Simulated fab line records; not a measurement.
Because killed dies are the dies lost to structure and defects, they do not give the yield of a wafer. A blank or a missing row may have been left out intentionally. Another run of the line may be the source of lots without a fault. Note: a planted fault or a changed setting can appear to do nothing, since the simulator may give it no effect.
Which tool was responsible? ; flow gf180mcu ; 14 lots, 41 wafers sampled, at 2 steps of a route of 602

## WHAT EACH GAUGE READ, for each wafer
GF_PSD_RS_MEAS_14: measurement is done with a four-point probe. Usual: NSD_RS 46.13 ohm/sq, standard deviation 0.086.
lot;measured;on;NSD_RS (ohm/sq);flag
L306;day 14 12:55;filmMetro-01;46.18 46.09 46.12;
L307;day 14 16:01;filmMetro-04;46.08 46.00 45.90;
L308;day 15 06:05;filmMetro-02;46.17 46.26 46.16;
L309;day 15 09:12;filmMetro-01;46.11 46.21 46.32;
L310;day 15 23:14;filmMetro-04;46.19 46.21 46.20;
L311;day 16 08:47;filmMetro-02;46.14 46.22 46.14;
L312;day 16 17:48;filmMetro-02;46.17 46.10;
L319;day 19 09:58;filmMetro-04;46.41 46.48 46.45;OFF
L321;day 19 22:12;filmMetro-01;46.35 46.45 46.57;OFF
L322;day 20 04:37;filmMetro-04;46.06 46.00 46.06;
L324;day 21 00:06;filmMetro-04;46.18 46.20 46.32;
L325;day 21 05:32;filmMetro-01;46.11 46.06 46.18;
L327;day 22 12:53;filmMetro-01;46.04 46.07 46.01;
L328;day 22 14:23;filmMetro-02;46.22 46.25 46.21;

## WHAT TOOL EACH LOT RAN ON (gives the tool, then ch and the chambers of the sampled wafers, and finally the start)
lot;GF_NSD_IMPLANT_10
L306;implanter-01 ch 0, day 13 15:34
L307;implanter-01 ch 0, day 13 18:17
L308;implanter-01 ch 0, day 14 08:07
L309;implanter-03 ch 0, day 14 11:22
L310;implanter-01 ch 0, day 15 00:52
L311;implanter-01 ch 0, day 15 09:56
L312;implanter-03 ch 0, day 15 18:10
L319;implanter-01 ch 0, day 18 09:28
L321;implanter-01 ch 0, day 18 21:52
L322;implanter-03 ch 0, day 19 04:40
L324;implanter-02 ch 0, day 20 00:11
L325;implanter-03 ch 0, day 20 05:22
L327;implanter-01 ch 0, day 21 12:16
L328;implanter-03 ch 0, day 21 13:47
- GF_NSD_IMPLANT_10

## WHAT THE TOOLS THEMSELVES READ (means of the sampled wafers that have a number; where no wafer has one, the mark that the record gives instead)
The record holds no such reading with a usual standard deviation.

## THE ANSWER, worked out from the rows above alone
Rule: lot off if the mean of its wafers having a number is beyond 3 standard deviations from the usual mean. Also off: a lot with no number at a reading for which 4 or more lots have one. Any other lot the step has rows for is counted as sound. First the gauges in route order, then the tools' own readings, where a lot's mean is used as printed above. The first step at which some lot is off is used, and at that step the reading that is off furthest; a lot without a number counts as furthest.
Off: L319, L321, at GF_PSD_RS_MEAS_14 (NSD_RS).
A tool fits if, at a process step before that reading, it ran every lot that is off, and no sound lot after the first of them. Those tools and the gauges at GF_PSD_RS_MEAS_14 are tried in the same way. No candidate that was tried fits.

## WHAT HAD BEEN PUT IN BY THE SIMULATOR
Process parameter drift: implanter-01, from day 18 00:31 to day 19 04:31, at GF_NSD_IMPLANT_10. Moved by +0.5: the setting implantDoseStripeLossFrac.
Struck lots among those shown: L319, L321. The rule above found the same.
